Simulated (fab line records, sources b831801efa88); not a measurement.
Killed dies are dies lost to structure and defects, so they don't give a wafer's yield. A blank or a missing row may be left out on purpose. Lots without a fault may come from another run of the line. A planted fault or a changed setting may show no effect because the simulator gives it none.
One fault seen from 2 desks | flow gf180mcu | each desk has only its own numbers; what lay behind them comes last

THE METROLOGY DESK
What the gauges read, lot by lot, whatever tool the lot ran on: means of the sampled wafers that have a number. A lot is out of limits, marked OUT, if its mean lies more than 4 standard deviations from the usual mean; the brackets give that distance.
Columns: A = STI_OXIDATION_THK at GF_STI_THK_MEAS_02, usual 10.08 nm; B = STI_CVD_03_THK at GF_STI_THK_MEAS_04, usual 207.4 nm; C = MVPSD_OVL at GF_MVPSD_OVL_MEAS_07, usual 0.1 nm; D = VT_IMPLANT_02_OVL at GF_VT_IMPLANT_OVL_MEAS_29, usual 0.2 nm
lot  | first seen here | A               | B     | C    | D
L647 | day 1 12:05     | 10.13           | 207.7 | 1.5  | 0.0
L648 | day 1 16:32     | 10.09           | 209.0 | 0.0  | 2.8
L649 | day 1 21:31     | 10.00           | 208.4 | 1.4  | 2.5
L650 | day 2 03:39     | 10.12           | 206.0 | 2.1  | 0.8
L651 | day 2 07:31     | 9.94            | 207.6 | -1.3 | -1.0
L652 | day 2 13:08     | 9.80            | 207.8 | -0.7 | 1.6
L653 | day 2 18:01     | 13.33 (+16) OUT | 204.7 | 1.4  | -1.0
L654 | day 2 23:19     | 10.18           | 208.3 | 0.7  | 1.3
L656 | day 3 08:31     | 13.24 (+16) OUT | 208.5 | -0.1 | -0.1
L657 | day 3 15:14     | 13.63 (+18) OUT | 207.7 | -0.5 | -0.2
L667 | day 5 16:46     | 9.93            | 207.6 | 0.7  | 0.5
L668 | day 5 20:31     | 9.87            | 206.9 | -2.6 | -0.1
L669 | day 6 01:46     | 9.79            | 204.0 | -2.0 | -0.9
L670 | day 6 06:31     | 9.93            | 207.1 | -1.9 | -0.8
This desk's finding: out of limits on L653, L656, L657; first on L653, day 2 18:01 (STI_OXIDATION_THK at GF_STI_THK_MEAS_02). In limits: L647, L648, L649, L650, L651, L652, L654, L667, L668, L669, L670.

THE TOOL OWNER'S DESK: furnace-02
The tool's own readings at GF_STI_OXIDATION_01 (stabilise 600 s, purge 300 s, target thk 10 nm): means of the sampled wafers that have a number, for each lot that ran on this tool. A lot is out of limits, marked OUT, if its mean lies more than 4 standard deviations from the usual mean; the brackets give that distance.
Columns: A = tube_center_temp_C_max at GF_STI_OXIDATION_01, usual 902.3; B = zone_power_lower_pct at GF_STI_OXIDATION_01, usual 19.9 %; C = zone_power_top_pct at GF_STI_OXIDATION_01, usual 37.3 %
lot  | first seen here | A     | B    | C
L649 | day 1 20:07     | 902.6 | 21.5 | 38.4
L650 | day 2 02:14     | 902.4 | 21.6 | 38.9
L651 | day 2 06:07     | 902.4 | 21.6 | 38.3
L653 | day 2 16:37     | 902.6 | 21.4 | 38.1
L656 | day 3 07:07     | 902.4 | 21.5 | 38.6
L657 | day 3 13:50     | 902.3 | 21.5 | 38.5
This desk's finding: nothing out of limits on any of the 6 lots.

PUT TOGETHER
The metrology desk could have raised an alarm at day 2 18:01, on L653, L656, L657.
The tool owner's desk saw nothing out of limits.
The tool owner's desk has L653, L656, L657 on record, within its limits.
Of the lots named, all ran GF_STI_OXIDATION_01 on furnace-02.

WHAT THE SIMULATOR HAD PUT IN
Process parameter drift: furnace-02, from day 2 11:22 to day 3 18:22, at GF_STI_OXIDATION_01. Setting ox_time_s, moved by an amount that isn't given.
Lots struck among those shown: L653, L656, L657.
Hours from the fault's start to each desk's first reading out of limits: the metrology desk, 7.
